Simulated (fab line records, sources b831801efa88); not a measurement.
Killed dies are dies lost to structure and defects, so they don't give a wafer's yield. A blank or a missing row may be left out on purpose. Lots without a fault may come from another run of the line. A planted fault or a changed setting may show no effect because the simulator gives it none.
fab line records | flow sky130
record lots=5 wafers=14 last_day=50
route steps=708 shown VIA4@648 METAL5@661 PAD_OPEN@708
lots that met no fault: from a run of the same line without faults
start_h: hours from the record's first day to the start of the lot's first wafer shown | wait_h: hours since the lot's step before | " the same as in the row above | L1.1+2: a row that stands for several wafers | - no value, or no start given | * or withheld: withheld | < > ~ a bound
route shown NAME@n: a module of which the file shows steps, and the number in the route of the first | usual: mean/standard deviation of fault-free wafers | same: alike in all rows | chamber/n: place in a boat | sites: the reading at each site | _std_site: their standard deviation | _edge_site: outer sites' mean less inner sites' | radius_mm: how far each site lies from the wafer's centre | mask NAME#n: copy n | behind: the tool/chamber that last shaped the wafer | hold: why the lot was held/for how many hours/how that ended | device: the transistor (n, p or np) that didn't switch | end of line: the same wafers' tests at the end of the route | a step without rows: its recipe alone | killed: dies lost to structure and defects at the first sort, not the wafer's yield | map: a wafer's dies, x killed, . not, _ none there
set.NAME: the setting as run; set.NAME@STEP: as run at that earlier step | model.NAME: the simulator's own value behind a step, which no gauge read
lots at some steps of the route; a table a step, a row a wafer
services: from which hour (start_h, from the record's first day; less than 0 if before it) a tool's chamber was out of use, for how many hours, and why
## steps
# step SKY_VIA4_PEB_09
# recipe temp_c=withheld time_s=* resist=NOVOLAK
# step SKY_VIA4_DEVELOP_10
# recipe resist=NOVOLAK developer=TMAH develop_time_s=60 dev_temp_c=23
# step SKY_VIA4_OVL_MEAS_11
# usual VIA4_OVL=0.7/1.8
# columns lot.wafer tool chamber start_h wait_h VIA4_OVL[nm]
L432.1 overlay-01 - 1079.92 0.1 2.6
L432.2 " - " " 2.3
L432.6 " - " " 2.6
L436.3 overlay-01 - 1089.33 0.1 3.9
L436.4 " - " " 3.3
L436.5 " - " " 3.2
L443.3 overlay-02 - 1124.07 0.1 0.2
L443.5 " - " " -0.3
L447.2 overlay-02 - 1141.78 0.1 -1.7
L447.3 " - " " 0.5
L447.5 " - " " 0.7
L446.1 overlay-01 - 1142.76 0.1 0.8
L446.2 " - " " 1.6
L446.6 " - " " 1.5
# step SKY_VIA4_ETCH_12
# recipe target=SiO2 chemistry=C4F8/O2/Ar stop_on=TiN mask_material=NOVOLAK source_w=1500 bias_w=1200 pressure_mtorr=40 c4f8_flow_sccm=withheld O2_flow_sccm=6 Ar_flow_sccm=300 time_s=withheld target_depth_a=5800
# usual chamber_pressure_mTorr=40.00/0.036 oes_product_au=0.925/0.0051 rf_fwd_power_W=1491/5.4
# columns lot.wafer tool chamber start_h wait_h chamber_pressure_mTorr oes_product_au rf_fwd_power_W
L432.1 rie_diel-03 0 1079.96 0.0 39.97 0.932 1487
L432.2 " 3 " " 40.01 0.933 1487
L432.6 " 3 " " 39.94 0.929 1484
L436.3 rie_diel-02 1 1089.36 0.0 40.01 0.928 1498
L436.4 " 0 " " 40.01 0.923 1499
L436.5 " 0 " " 39.95 0.919 1495
L443.3 rie_diel-02 1 1124.09 0.0 40.08 0.926 1488
L443.5 " 0 " " 39.97 0.933 1489
L447.2 rie_diel-03 1 1141.81 0.0 40.01 0.922 1490
L447.3 " 0 " " 40.03 0.927 1487
L447.5 " 1 " " 40.02 0.930 1488
L446.1 rie_diel-04 0 1142.79 0.0 39.99 0.924 1487
L446.2 " 1 " " 40.07 0.924 1493
L446.6 " 1 " " 40.03 0.924 1492
# step SKY_VIA4_STRIP_13
# recipe chemistry=O2/N2 power_w=1400 pressure_mtorr=1500 platen_temp_c=withheld o2_flow_sccm=3000 n2_flow_sccm=300 overash_fraction=0.5
# usual chamber_pressure_mTorr=1500.1/1.5 drypump_motor_current_A=5.8/0.47 oes_product_au=0.710/0.0046 strip_time_to_endpoint_s=12.79/0.031
# same overash_fraction=0.5
# columns lot.wafer tool chamber start_h wait_h chamber_pressure_mTorr drypump_motor_current_A oes_product_au rf_hours_counter_h strip_time_to_endpoint_s
L432.1 plasma_asher-04 0 1080.03 - 1499.8 6.6 0.705 92 12.80
L432.2 " 1 " " 1498.8 5.4 0.706 92 12.80
L432.6 " 0 " " 1500.0 6.6 0.705 - 12.79
L436.3 plasma_asher-04 1 1089.46 - 1500.6 5.4 0.712 - 12.77
L436.4 " 0 " " 1497.6 6.6 0.708 - 12.75
L436.5 " 1 " " 1500.1 5.4 0.709 - 12.79
L443.3 plasma_asher-04 1 1124.20 - 1499.0 5.4 0.706 - 12.80
L443.5 " 1 " " 1501.6 5.4 0.713 - 12.77
L447.2 plasma_asher-02 0 1141.88 - 1500.1 5.3 0.705 37 12.80
L447.3 " 0 " " 1500.8 5.4 0.720 - 12.79
L447.5 " 1 " " 1500.3 5.5 0.705 - 12.82
L446.1 plasma_asher-02 0 1142.86 - 1502.1 5.4 0.717 37 12.83
L446.2 " 1 " " 1499.1 5.5 0.705 37 12.79
L446.6 " 1 " " 1498.0 5.5 0.707 - 12.79
# step SKY_VIA4_STRIP_14
# recipe chemistry=post_etch_residue_remover time_s=1200 temp_c=72.5
# step SKY_VIA4_CLEAN_15
# recipe chemistry=IPA time_s=180 temp_c=25
# step SKY_VIA4_CLEAN_16
# recipe chemistry=O3/DIW dry=n2_spin
# step SKY_VIA4_SPUTTER_17
# recipe material=TiN target_thk_nm=20 chamber_pressure_pa=5 power_w=4000 time_s=80
# usual throttle_valve_pct=29.8/1.2
# columns lot.wafer tool chamber start_h wait_h throttle_valve_pct
L432.1 pvd_sputter-01 - 1080.62 0.0 30.3
L432.2 " - " " 28.8
L432.6 " - " " 30.4
L436.3 pvd_sputter-02 - 1090.07 0.0 32.4
L436.4 " - " " 28.7
L436.5 " - " " 28.9
L443.3 pvd_sputter-01 - 1124.76 0.0 30.3
L443.5 " - " " 30.3
L447.2 pvd_sputter-01 - 1142.60 0.0 28.7
L447.3 " - " " 30.5
L447.5 " - " " 30.3
L446.1 pvd_sputter-01 - 1143.46 0.0 28.0
L446.2 " - " " 30.6
L446.6 " - " " 28.8
# step SKY_VIA4_CVD_18
# recipe material=W target_thk_nm=505 time_s=152.14 temp_c=400 pressure_torr=40
# usual heater_power_w=933/54
# columns lot.wafer tool chamber start_h wait_h heater_power_w
L432.1 cvd_w-01 0 1080.68 0.0 869
L432.2 " 1 " " 850
L432.6 " 0 " " 872
L436.3 cvd_w-01 0 1090.18 0.1 875
L436.4 " 1 " " 843
L436.5 " 1 " " 850
L443.3 cvd_w-02 1 1124.87 0.1 965
L443.5 " 0 " " 1023
L447.2 cvd_w-02 1 1142.67 0.0 971
L447.3 " 0 " " 972
L447.5 " 1 " " 953
L446.1 cvd_w-02 0 1143.52 0.0 985
L446.2 " 1 " " 966
L446.6 " 1 " " 936
# step SKY_VIA4_RS_MEAS_19
# recipe thk_meas_gauge=four-point-probe reads=W_of_VIA4_CVD_18+TiN_of_VIA4_SPUTTER_17
# usual VIA4_W_RS=0.2291/0.0024
# columns lot.wafer tool chamber start_h wait_h VIA4_W_RS[ohm/sq]
L432.1 film_metro-03 - 1080.83 0.1 0.2289
L432.2 " - " " 0.2260
L432.6 " - " " 0.2263
L436.3 film_metro-04 - 1090.32 0.1 0.2302
L436.4 " - " " 0.2260
L436.5 " - " " 0.2263
L443.3 film_metro-03 - 1125.01 0.1 0.2265
L443.5 " - " " 0.2304
L447.2 film_metro-03 - 1142.84 0.1 0.2275
L447.3 " - " " 0.2282
L447.5 " - " " 0.2295
L446.1 film_metro-01 - 1143.67 0.1 0.2280
L446.2 " - " " 0.2305
L446.6 " - " " 0.2305
# step SKY_VIA4_THK_MEAS_20
# recipe thk_meas_gauge=xrf reads=W_of_VIA4_CVD_18
# usual VIA4_W_THK=509/6.1
# columns lot.wafer tool chamber start_h wait_h VIA4_W_THK[nm]
L432.1 film_metro-03 - 1080.95 0.1 508
L432.2 " - " " 517
L432.6 " - " " 514
L436.3 film_metro-04 - 1090.42 0.1 513
L436.4 " - " " 521
L436.5 " - " " 520
L443.3 film_metro-03 - 1125.11 0.1 512
L443.5 " - " " 505
L447.2 film_metro-03 - 1142.95 0.1 509
L447.3 " - " " 509
L447.5 " - " " 501
L446.1 film_metro-01 - 1143.79 0.1 510
L446.2 " - " " 506
L446.6 " - " " 508
# step SKY_VIA4_CMP_21
# recipe stop_on=SiO2 t_overpolish_s=25 down_force_psi=3.5 platen_rpm=60 target_thk_nm=0 pad_velocity_m_s=0.94248
# usual motor_current_A=10.8/1.1 overpolish_run_s=24.999/0.0085 time_to_endpoint_s=120/6.5
# columns lot.wafer tool chamber start_h wait_h motor_current_A overpolish_run_s time_to_endpoint_s
L432.2 cmp-01 1 1081.14 0.2 10.7 24.994 128
L432.1 " 3 " " 12.6 25.015 113
L432.6 " 1 " " 10.6 24.983 128
L436.3 cmp-02 0 1090.51 0.1 10.6 25.001 129
L436.4 " 2 " " 11.7 24.983 122
L436.5 " 3 " " 10.7 25.008 125
L443.3 cmp-02 0 1125.15 0.0 10.5 0.048 192
L443.5 " 1 " " 8.8 25.004 113
L447.3 cmp-01 1 1143.10 0.1 11.0 25.009 131
L447.2 " 2 " " 11.1 24.997 120
L447.5 " 3 " " 11.7 25.000 114
L446.1 cmp-01 1 1143.85 0.1 10.8 24.991 124
L446.2 " 0 " " 10.0 25.000 113
L446.6 " 2 " " 11.5 25.005 121
# step SKY_METAL5_SPUTTER_00
# recipe material=Ti target_thk_nm=15 power_w=3000 time_s=10 chamber_pressure_pa=0.4
# usual throttle_valve_pct=30.0/1.1
# columns lot.wafer tool chamber start_h wait_h throttle_valve_pct
L432.1 pvd_sputter-01 - 1081.39 0.1 30.1
L432.2 " - " " 28.2
L432.6 " - " " 30.4
L436.3 pvd_sputter-04 - 1090.76 0.2 30.1
L436.4 " - " " 28.9
L436.5 " - " " 29.2
L443.5 pvd_sputter-04 - 1125.48 0.0 30.8
L447.2 pvd_sputter-04 - 1143.30 0.1 30.1
L447.3 " - " " 30.7
L447.5 " - " " 30.0
L446.1 pvd_sputter-04 - 1144.15 0.2 28.9
L446.2 " - " " 30.3
L446.6 " - " " 30.7
# step SKY_PAD_OPEN_PROBE_99
# usual defect_limited_yield=82.5/2 killed_at_M0_to_M3=44/7.7 killed_at_M4_up=3.0/1.9 killed_at_contacts=25/5.6 killed_at_front_end=15/4.6 killed_at_other=0.3/0.47 killed_dies=86/9.9 killed_on_rim=17/3.6 killed_open=47/7.4 killed_short=39/5.9 sort_bin_3_pad_short=0.8/0.37 sort_bin_5_function=10.4/1.5 sort_bin_6_memory=6.3/1 sort_n_pass=406/9.9 sort_yield_pct=82.5/2
# same gross_dies=492 killed_at_back_side=0 sort_bin_4_leakage[%]=0 sort_bin_8_speed[%]=0
# columns lot.wafer tool chamber start_h wait_h hold defect_limited_yield[%] killed_at_M0_to_M3 killed_at_M4_up killed_at_contacts killed_at_front_end killed_at_other killed_dies killed_on_rim killed_open killed_short sort_bin_3_pad_short[%] sort_bin_5_function[%] sort_bin_6_memory[%] sort_n_pass sort_yield_pct[%]
L432.1 prober-01 - 1144.78 0.1 - 84.1 38 4 18 18 0 78 14 42 36 1.6 8.3 5.9 414 84.1
L432.2 prober-01 - 1144.83 0.1 - 82.9 42 3 19 19 1 84 14 39 45 1.0 8.7 7.3 408 82.9
L432.6 prober-01 - 1145.03 0.2 - 78.7 57 2 29 17 0 105 15 61 44 0.8 12.8 7.7 387 78.7
L436.3 prober-01 - 1153.66 0.2 - 82.7 44 3 26 12 0 85 15 48 37 0.6 8.9 7.7 407 82.7
L436.4 prober-01 - 1153.71 0.2 - 80.9 43 3 25 23 0 94 14 48 46 1.0 11.2 6.9 398 80.9
L436.5 prober-01 - 1153.76 0.2 - 83.3 37 2 26 17 0 82 10 43 39 1.2 9.8 5.7 410 83.3
L443.3 prober-01 - 1183.11 0.2 await_dispo/6.0h/release 0 53 403 28 8 0 492 96 53 40 82.7 11.0 6.3 0 0
L443.5 prober-01 - 1183.21 0.2 await_dispo/6.0h/release 84.3 45 4 23 5 0 77 17 40 37 0.2 9.6 5.9 415 84.3
L446.1 prober-02 - 1199.07 0.1 - 81.5 49 1 21 19 1 91 23 55 36 0.8 11.6 6.1 401 81.5
L446.2 prober-02 - 1199.12 0.1 - 86.0 40 4 15 10 0 69 13 31 38 1.2 7.7 5.1 423 86.0
L446.6 prober-02 - 1199.32 0.2 - 88.0 26 5 14 14 0 59 12 33 26 0.6 6.5 4.9 433 88.0
# killed by level:class
L432.1 VIA2:geometric_particle:open=10 FIELD_ISO:geometric_particle:open=7 VIA1:geometric_particle:open=7 LOCAL_INTERCONNECT:geometric_particle:short=6 METAL1:geometric_particle:short=6 POLY_GATE:geometric_particle:open=5 VIA3:geometric_particle:short=5 LI_CONTACT:geometric_particle:open=4
L432.2 VIA1:geometric_particle:open=10 METAL1:geometric_particle:short=8 POLY_GATE:geometric_particle:short=7 CONTACT:geometric_particle:open=7 METAL2:geometric_particle:short=6 FIELD_ISO:geometric_particle:short=5 LI_CONTACT:geometric_particle:open=5 LOCAL_INTERCONNECT:geometric_particle:short=5
L432.6 VIA1:geometric_particle:open=20 LI_CONTACT:geometric_particle:open=11 VIA2:geometric_particle:open=9 METAL1:geometric_particle:short=7 VIA3:geometric_particle:open=7 CONTACT:geometric_particle:open=6 LI_CONTACT:geometric_particle:short=6 FIELD_ISO:geometric_particle:short=5
L436.3 VIA3:geometric_particle:open=12 LI_CONTACT:geometric_particle:open=9 VIA1:geometric_particle:open=9 CONTACT:geometric_particle:open=6 VIA1:geometric_particle:short=6 LOCAL_INTERCONNECT:geometric_particle:short=5 CONTACT:geometric_particle:short=4 METAL1:geometric_particle:short=4
L436.4 VIA1:geometric_particle:open=10 CONTACT:geometric_particle:open=9 VIA3:geometric_particle:open=9 VIA1:geometric_particle:short=7 FIELD_ISO:geometric_particle:open=6 CONTACT:geometric_particle:short=6 POLY_GATE:geometric_particle:short=5 SPACER:geometric_particle:short=5
L436.5 VIA1:geometric_particle:open=10 CONTACT:geometric_particle:open=9 LI_CONTACT:geometric_particle:open=6 METAL2:geometric_particle:short=5 LI_CONTACT:geometric_particle:short=4 VIA1:geometric_particle:short=4 CONTACT:geometric_particle:short=4 METAL1:geometric_particle:short=4
L443.3 VIA4:area_cmp=399 VIA1:geometric_particle:open=13 CONTACT:geometric_particle:open=11 LI_CONTACT:geometric_particle:open=10 VIA2:geometric_particle:open=9 METAL2:geometric_particle:short=8 METAL1:geometric_particle:short=6 FIELD_ISO:geometric_particle:short=4
L443.5 CONTACT:geometric_particle:open=9 VIA1:geometric_particle:open=8 VIA2:geometric_particle:open=8 METAL2:geometric_particle:short=7 LI_CONTACT:geometric_particle:open=6 VIA3:geometric_particle:open=4 CONTACT:geometric_particle:short=4 VIA1:geometric_particle:short=4
L446.1 VIA1:geometric_particle:open=12 METAL2:geometric_particle:short=8 CONTACT:geometric_particle:open=7 METAL3:geometric_particle:short=5 VIA1:geometric_particle:short=5 VIA2:geometric_particle:open=5 VIA3:geometric_particle:open=5 FIELD_ISO:geometric_particle:open=4
L446.2 VIA2:geometric_particle:open=7 POLY_GATE:geometric_particle:short=6 METAL1:geometric_particle:short=5 CONTACT:geometric_particle:open=5 VIA1:geometric_particle:open=5 METAL3:geometric_particle:short=5 VIA1:geometric_particle:short=4 METAL2:geometric_particle:short=4
L446.6 VIA1:geometric_particle:open=8 LI_CONTACT:geometric_particle:open=6 VIA1:geometric_particle:short=6 CONTACT:geometric_particle:short=4 POLY_GATE:geometric_particle:short=3 SPACER:geometric_particle:open=3 VIA3:geometric_particle:open=3 METAL4:geometric_particle:open=3
# map L443.3 (x killed, . not)
__________xxxxxxxxxx_________
________xxxxxxxxxxxxxx_______
______xxxxxxxxxxxxxxxxxx_____
_____xxxxxxxxxxxxxxxxxxxx____
____xxxxxxxxxxxxxxxxxxxxxx___
___xxxxxxxxxxxxxxxxxxxxxxxx__
__xxxxxxxxxxxxxxxxxxxxxxxxxx_
_xxxxxxxxxxxxxxxxxxxxxxxxxxxx
_xxxxxxxxxxxxxxxxxxxxxxxxxxxx
_xxxxxxxxxxxxxxxxxxxxxxxxxxxx
_xxxxxxxxxxxxxxxxxxxxxxxxxxxx
_xxxxxxxxxxxxxxxxxxxxxxxxxxxx
_xxxxxxxxxxxxxxxxxxxxxxxxxxxx
_xxxxxxxxxxxxxxxxxxxxxxxxxxxx
_xxxxxxxxxxxxxxxxxxxxxxxxxxxx
__xxxxxxxxxxxxxxxxxxxxxxxxxx_
___xxxxxxxxxxxxxxxxxxxxxxxx__
____xxxxxxxxxxxxxxxxxxxxxx___
_____xxxxxxxxxxxxxxxxxxxx____
______xxxxxxxxxxxxxxxxxx_____
________xxxxxxxxxxxxxx_______
__________xxxxxxxxxx_________
# map L436.4 (x killed, . not)
__________...x......_________
________...x..xxx..x.._______
______.................._____
_____.x...x..............____
____..............x.......___
___...x.x...x.x.....x...x..__
__x...x.x....x.xx...x......._
_xx........x.......x.........
_..x....x...xxx...x.x..x....x
_........x......x.........x..
_..x......x...x.....x..x...x.
_...x...x..x....xx........x..
_.x.xxx...xx.............x.xx
_..x.....x...x..x..x......x..
_.......x......xx............
__x....x.......x.....x..x..._
___x.x.x...x..x.x..........__
____x..x...x...x......x..x___
_____.........x.x.......x____
______....xx..x........._____
________...x....x....._______
__________...x......_________
## services
# columns tool chamber start_h hours kind
rie_diel-04 - 1056.54 0.3 repair
plasma_asher-02 - 1060.96 24.7 pm
plasma_asher-04 - 1068.54 0.9 repair
rie_diel-04 - 1078.19 2.8 pm
cmp-02 - 1084.16 4.0 pm
cmp-02 - 1088.16 - consumable_replace:conditioner
cmp-02 - 1088.16 - consumable_replace:pad
cvd_w-02 1 1093.35 7.9 repair
rie_diel-02 - 1101.00 0.4 repair
rie_diel-03 2 1103.47 - clean
rie_diel-03 2 1103.47 22.1 scheduled_down
rie_diel-03 2 1103.47 22.1 vent_cycle
cmp-02 - 1105.13 0.5 repair
plasma_asher-04 - 1109.04 1.8 repair
rie_diel-04 - 1109.71 0.4 repair
cmp-01 - 1110.45 0.7 repair
rie_diel-02 3 1120.39 3.5 repair
cmp-01 - 1121.50 6.9 pm
rie_diel-04 3 1124.34 1.3 repair
cmp-01 - 1134.85 4.3 repair
cvd_w-02 - 1139.29 1.9 repair
plasma_asher-02 - 1140.78 0.4 repair
## key
first_sign step=SKY_VIA4_CMP_21 reading=overpolish_run_s direction=down sigmas=99+ usual=24.999 struck=0.048
effect step=SKY_VIA4_CMP_21 reading=time_to_endpoint_s direction=up sigmas=11 usual=* struck=*
effect step=SKY_PAD_OPEN_PROBE_99 reading=sort_bin_3_pad_short direction=up sigmas=99+ usual=0.8 struck=82.7
more_kills_born_at SKY_VIA4_CMP_21@cmp-02=399
met_at SKY_VIA4_CMP_21
struck_wafers L443.3
later_rows_left_out L443.3
onset_between 1090.51 1125.15
fault kind=process_parameter_drift tool=cmp-02 chamber=- onset_h=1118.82 steps=SKY_VIA4_CMP_21 channel=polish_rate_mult offset=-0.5 shape=step end_h=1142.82 scope=struck_wafers_only
# later_rows_left_out: the simulator's readings of these wafers behind a module that went badly wrong aren't trusted and aren't shown, but for the sort
